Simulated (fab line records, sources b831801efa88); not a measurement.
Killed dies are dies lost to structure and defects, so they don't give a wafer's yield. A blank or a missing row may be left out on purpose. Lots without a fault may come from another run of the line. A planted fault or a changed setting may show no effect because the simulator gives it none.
Chamber matching | flow sky130 | SKY_VIA3_CMP_02 on cmp-01: 4 sister chambers
The step polishes SiO2. 8 wafers are shown with their chamber, then 12 later ones without.

WAFERS WITH THEIR CHAMBER
wafer  | chamber | motor_current_A (A) | slurry_flow_ml_min
L081.1 | 0       | 14.8                | 150.6
L084.4 | 2       | 13.4                | 150.3
L086.1 | 3       | 12.6                | 149.6
L086.3 | 1       | 12.8                | 149.8
L086.4 | 0       | 14.5                | 150.0
L089.2 | 3       | 11.8                | 150.2
L089.3 | 1       | 12.7                | 150.7
L089.4 | 2       | 12.7                | 149.8

WAFERS WITHOUT THEIR CHAMBER
wafer  | motor_current_A (A) | slurry_flow_ml_min
L088.3 | 12.3                | 149.6
L088.4 | 13.4                | 150.1
L088.5 | 14.4                | 150.5
L093.3 | 12.2                | 149.7
L093.4 | 12.6                | 150.6
L093.5 | 13.0                | 150.0
L096.4 | 12.1                | 149.6
L096.5 | 12.3                | 149.8
L096.6 | 13.2                | 149.6
L097.1 | 12.6                | 149.6
L097.3 | 13.3                | 150.8
L097.4 | 14.0                | 150.4

WHICH CHAMBER EACH WENT THROUGH
wafer  | from the rows above               | in truth
L088.3 | can't be placed: 3 or 1 or 2      | 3
L088.4 | can't be placed: 2 or 1           | 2
L088.5 | 0                                 | 0
L093.3 | can't be placed: 3 or 1 or 2      | 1
L093.4 | can't be placed: 1 or 2 or 3      | 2
L093.5 | can't be placed: 2 or 1 or 3      | 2
L096.4 | can't be placed: 3 or 1 or 2      | 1
L096.5 | can't be placed: 3 or 1 or 2      | 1
L096.6 | can't be placed: 2 or 1 or 3      | 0
L097.1 | can't be placed: 3 or 1 or 2      | 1
L097.3 | can't be placed: 2 or 1 or 3 or 0 | 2
L097.4 | can't be placed: 0 or 2 or 1      | 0
Placed correctly: 1 of 12. Can't be placed from these rows: 11 (the true chamber is among the candidates in 10). Placed wrongly: 0.
How it was worked out, from the rows above alone: a wafer's distance from a chamber is the root of the sum, over the readings, of the square of ((its reading less the chamber's mean) divided by the reading's scatter). The wafer belongs to the nearest chamber; if the next one is less than 2 further off, it can't be placed. A chamber's mean is the mean of its shown wafers. The scatter: the root of (the sum of the squares of (reading less its chamber's mean) over the shown wafers, divided by (wafers less chambers)).
